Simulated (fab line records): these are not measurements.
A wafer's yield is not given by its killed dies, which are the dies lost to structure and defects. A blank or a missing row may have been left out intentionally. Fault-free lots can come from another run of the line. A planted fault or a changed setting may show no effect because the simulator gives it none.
Which tool is to blame? | flow sky130 | at 1 step of a route of 708, 11 lots with 33 wafers sampled

== WHAT EACH GAUGE READ, for each wafer ==
SKY_VT_ADJUST_NCORE_OVL_MEAS_08.
lot  | measured     | on         | VT_ADJUST_NCORE_OVL (nm)
L415 | day 8 18:15  | overlay-01 | 0.5 0.0 0.5
L416 | day 9 01:17  | overlay-02 | -1.9 0.2 -0.7
L419 | day 10 02:20 | overlay-02 | -2.1 -1.5 -2.2
L423 | day 11 04:48 | overlay-01 | -2.8 -1.0 -0.2
L424 | day 11 06:59 | overlay-01 | -2.2 -1.2 -2.4
L427 | day 12 22:50 | overlay-02 | -1.8 -2.2 -1.3
L429 | day 13 07:32 | overlay-02 | 0.8 0.1 -0.6
L430 | day 13 10:05 | overlay-02 | -3.6 -2.8 -3.9
L433 | day 14 02:14 | overlay-02 | -0.3 0.7 -0.2
L434 | day 14 13:00 | overlay-01 | -1.0 -1.3 0.1
L435 | day 14 18:29 | overlay-02 | -1.8 -0.5 -0.7

== WHICH TOOL RAN EACH LOT (tool, then ch and the chambers of the sampled wafers, then the start) ==
Before these readings, the record contains no process step.

== THE ANSWER, worked out from the rows above alone ==
Rule: what is usual is taken from the lots themselves. The widest of any qualifying gaps counts: lots, ordered by their means at a reading, are off when they make up no more than a third of the lots, leave a main group of 4 or more, and stand apart from it by 3 or more times the standard deviation of that group's means. A main group whose means are all the same, to the digits that the tables above print for the reading, isn't used. Also off: a lot with no number at a reading for which 4 or more lots have one. The other lots that the step has rows for count as sound.
No lot is off at any reading shown: from this, nothing can be told.

== WHAT THE SIMULATOR PUT IN ==
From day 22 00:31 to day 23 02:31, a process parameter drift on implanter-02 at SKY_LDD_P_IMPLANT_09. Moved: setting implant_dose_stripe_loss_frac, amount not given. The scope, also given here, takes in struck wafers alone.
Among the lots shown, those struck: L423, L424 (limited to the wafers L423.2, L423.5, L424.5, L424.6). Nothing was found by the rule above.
